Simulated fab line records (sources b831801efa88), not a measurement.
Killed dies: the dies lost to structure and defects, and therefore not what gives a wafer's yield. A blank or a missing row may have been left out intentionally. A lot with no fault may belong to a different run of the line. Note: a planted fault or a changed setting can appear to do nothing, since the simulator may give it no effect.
2 desks, one fault ; flow sky130 ; only its own numbers are on each desk; what lay behind them is given at the end

== FROM THE METROLOGY DESK ==
What the gauges read, lot by lot, whatever tool the lot ran on: means of the sampled wafers that have a number. The brackets show how far a lot's mean lies from the usual mean; more than 4 standard deviations puts the lot out of limits, marked OUT.
Columns: A = VIA2_OVL at SKY_VIA2_OVL_MEAS_13, usual 2 nm
lot;first seen here;A
L603;day 36 17:08;-3
L604;day 37 01:41;1
L605;day 37 11:59;5
L606;day 37 17:44;6
L607;day 38 02:59;-7
L608;day 38 13:50;-4
L613;day 40 07:53;9
L618;day 41 08:53;4
L619;day 42 02:29;7
L621;day 42 04:14;5
L623;day 42 19:05;14
L624;day 43 03:38;-5
This desk's verdict: no lot among the 12 shows anything out of limits.

== FOR THE TOOL OWNER'S DESK: pecvd-01 ==
The tool's own readings at SKY_CAPM_CVD_00 (deposits SiO2, target thk 15.5 nm): means of the sampled wafers that have a number, for each lot that ran on this tool. The brackets show how far a lot's mean lies from the usual mean; more than 4 standard deviations puts the lot out of limits, marked OUT.
Columns: A = heater power w at SKY_CAPM_CVD_00, usual 744 W; B = rf fwd power W at SKY_CAPM_CVD_00, usual 440.7 W
lot;first seen here;A;B
L603;day 36 18:43;811;439.4
L604;day 37 03:16;703;439.3
L613;day 40 09:44;738;441.5
L618;day 41 10:27;693;511.1 (+34) OUT
L619;day 42 04:02;708;512.6 (+34) OUT
This desk finds L618, L619 out of limits, L618 being first, at day 41 10:27 (rf fwd power W at SKY_CAPM_CVD_00). Within limits: L603, L604, L613.

== BROUGHT TOGETHER ==
An alarm could have come from the tool owner's desk at day 41 10:27, on L618, L619.
From the metrology desk's view, nothing was out of limits.
The metrology desk holds a record of L618, L619, inside its limits.
All the named lots went through SKY_CAPM_CVD_00 on pecvd-01.

== WHAT THE SIMULATOR HAD PUT IN ==
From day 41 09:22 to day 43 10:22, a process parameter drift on pecvd-01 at SKY_CAPM_CVD_00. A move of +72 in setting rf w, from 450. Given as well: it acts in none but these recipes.
Lots struck among those shown: L618, L619.
Delay in hours, fault start to first out-of-limits reading, by desk: the tool owner's desk at 1.
